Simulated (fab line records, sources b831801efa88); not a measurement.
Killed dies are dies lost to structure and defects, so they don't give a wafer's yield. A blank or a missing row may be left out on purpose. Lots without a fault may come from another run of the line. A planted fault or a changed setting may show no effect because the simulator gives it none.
Chamber matching | flow sky130 | SKY_VIA1_ETCH_15 on rie_diel-01: 4 sister chambers
The step etches SiO2 in C4F8/O2/Ar, stops on TiN, target depth 351 nm, time 54 s. 4 wafers are shown with their chamber, then 12 later ones without.

WAFERS WITH THEIR CHAMBER
wafer  | chamber | oes_product_au (a.u.)
L084.1 | 1       | 0.982
L089.4 | 2       | 0.984
L089.5 | 3       | 0.979
L089.6 | 0       | 0.982

WAFERS WITHOUT THEIR CHAMBER
wafer  | oes_product_au (a.u.)
L090.1 | 0.983
L090.2 | 0.977
L090.3 | 0.977
L091.4 | 0.997
L091.5 | 0.981
L091.6 | 0.967
L094.1 | 0.987
L094.4 | 0.983
L094.6 | 0.992
L096.3 | 0.981
L096.4 | 0.976
L096.5 | 0.984

WHICH CHAMBER EACH WENT THROUGH
wafer  | from the rows above               | in truth
L090.1 | can't be placed: 0 or 1 or 2 or 3 | 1
L090.2 | can't be placed: 3 or 0 or 1 or 2 | 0
L090.3 | can't be placed: 3 or 0 or 1 or 2 | 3
L091.4 | can't be placed: 2 or 0 or 1 or 3 | 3
L091.5 | can't be placed: 0 or 1 or 3 or 2 | 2
L091.6 | can't be placed: 3 or 0 or 1 or 2 | 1
L094.1 | can't be placed: 2 or 0 or 1 or 3 | 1
L094.4 | can't be placed: 0 or 1 or 2 or 3 | 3
L094.6 | can't be placed: 2 or 0 or 1 or 3 | 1
L096.3 | can't be placed: 0 or 1 or 3 or 2 | 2
L096.4 | can't be placed: 3 or 0 or 1 or 2 | 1
L096.5 | can't be placed: 2 or 0 or 1 or 3 | 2
Placed correctly: 0 of 12. Can't be placed from these rows: 12 (the true chamber is among the candidates in 12). Placed wrongly: 0.
How it was worked out, from the rows above alone: a wafer's distance from a chamber is the root of the sum, over the readings, of the square of ((its reading less the chamber's mean) divided by the reading's scatter). The wafer belongs to the nearest chamber; if the next one is less than 2 further off, it can't be placed. A chamber's mean is the mean of its shown wafers. The scatter: with one shown wafer a chamber, the root of the mean of the squares of how far each hidden wafer lies from its nearest shown one.
